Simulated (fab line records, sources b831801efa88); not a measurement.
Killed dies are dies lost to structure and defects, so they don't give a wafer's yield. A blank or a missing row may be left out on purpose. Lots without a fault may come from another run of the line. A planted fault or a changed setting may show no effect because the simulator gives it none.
One fault seen from 2 desks | flow sfq_line | each desk has only its own numbers; what lay behind them comes last

THE METROLOGY DESK
What the gauges read, lot by lot, whatever tool the lot ran on: means of the sampled wafers that have a number. A lot is out of limits, marked OUT, if its mean lies more than 4 standard deviations from the usual mean; the brackets give that distance.
Columns: A = M2_NB_RS at SFQ_M2_RS_MEAS_914, usual 0.885 ohm/sq; B = I2_OVL at SFQ_I2_OVL_MEAS_918, usual 2 nm
lot  | first seen here | A     | B
L944 | day 24 10:35    | 0.883 | -2
L947 | day 25 22:15    | 0.885 | 4
L948 | day 26 06:41    | 0.884 | 2
L949 | day 27 07:14    | 0.880 | 2
L950 | day 27 16:11    | 0.906 | -5
L952 | day 30 07:20    | 0.888 | -4
L953 | day 30 08:32    | 0.885 | 4
L954 | day 30 09:43    | 0.891 | 10
L955 | day 30 13:26    | 0.878 | 3
L956 | day 31 01:19    | 0.876 | 3
L964 | day 33 22:54    | 0.888 | 5
L965 | day 34 01:12    | 0.894 | 8
L966 | day 34 14:43    | 0.888 | 1
L967 | day 35 05:55    | 0.879 | 2
This desk's finding: nothing out of limits on any of the 14 lots.

THE TOOL OWNER'S DESK: rie_diel-01
The tool's own readings at SFQ_TRILAYER_I3_VIA_BARC_OPEN_VIA_ETCH_121 (etches BARC in O2, target depth 125 nm, time 41.7 s): means of the sampled wafers that have a number, for each lot that ran on this tool. A lot is out of limits, marked OUT, if its mean lies more than 4 standard deviations from the usual mean; the brackets give that distance.
Columns: A = drypump_motor_current_A at SFQ_TRILAYER_I3_VIA_BARC_OPEN_VIA_ETCH_121, usual 5.4 A; B = oes_product_au at SFQ_TRILAYER_I3_VIA_BARC_OPEN_VIA_ETCH_121, usual 0.685 a.u.; C = rf_fwd_power_W at SFQ_TRILAYER_I3_VIA_BARC_OPEN_VIA_ETCH_121, usual 494.4 W
lot  | first seen here | A   | B     | C
L947 | day 50 09:32    | 5.6 | 0.683 | 493.3
L949 | day 51 12:04    | 5.5 | 0.684 | 494.1
L950 | day 51 19:16    | 5.5 | 0.681 | 493.2
L954 | day 54 08:05    | 5.5 | 0.686 | 466.8 (-14) OUT
L956 | day 54 18:53    | 5.6 | 0.687 | 441.8 (-26) OUT
This desk's finding: out of limits on L954, L956; first on L954, day 54 08:05 (rf_fwd_power_W at SFQ_TRILAYER_I3_VIA_BARC_OPEN_VIA_ETCH_121). In limits: L947, L949, L950.

PUT TOGETHER
The tool owner's desk could have raised an alarm at day 54 08:05, on L954, L956.
The metrology desk saw nothing out of limits.
The metrology desk has L954, L956 on record, within its limits.
Of the lots named, all ran SFQ_TRILAYER_I3_VIA_BARC_OPEN_VIA_ETCH_121 on rie_diel-01.

WHAT THE SIMULATOR HAD PUT IN
Process parameter drift: rie_diel-01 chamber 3, from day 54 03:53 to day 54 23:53, at SFQ_TRILAYER_I3_VIA_BARC_OPEN_VIA_ETCH_121. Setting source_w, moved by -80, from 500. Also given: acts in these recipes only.
Lots struck among those shown: L954, L956.
Hours from the fault's start to each desk's first reading out of limits: the tool owner's desk, 4.
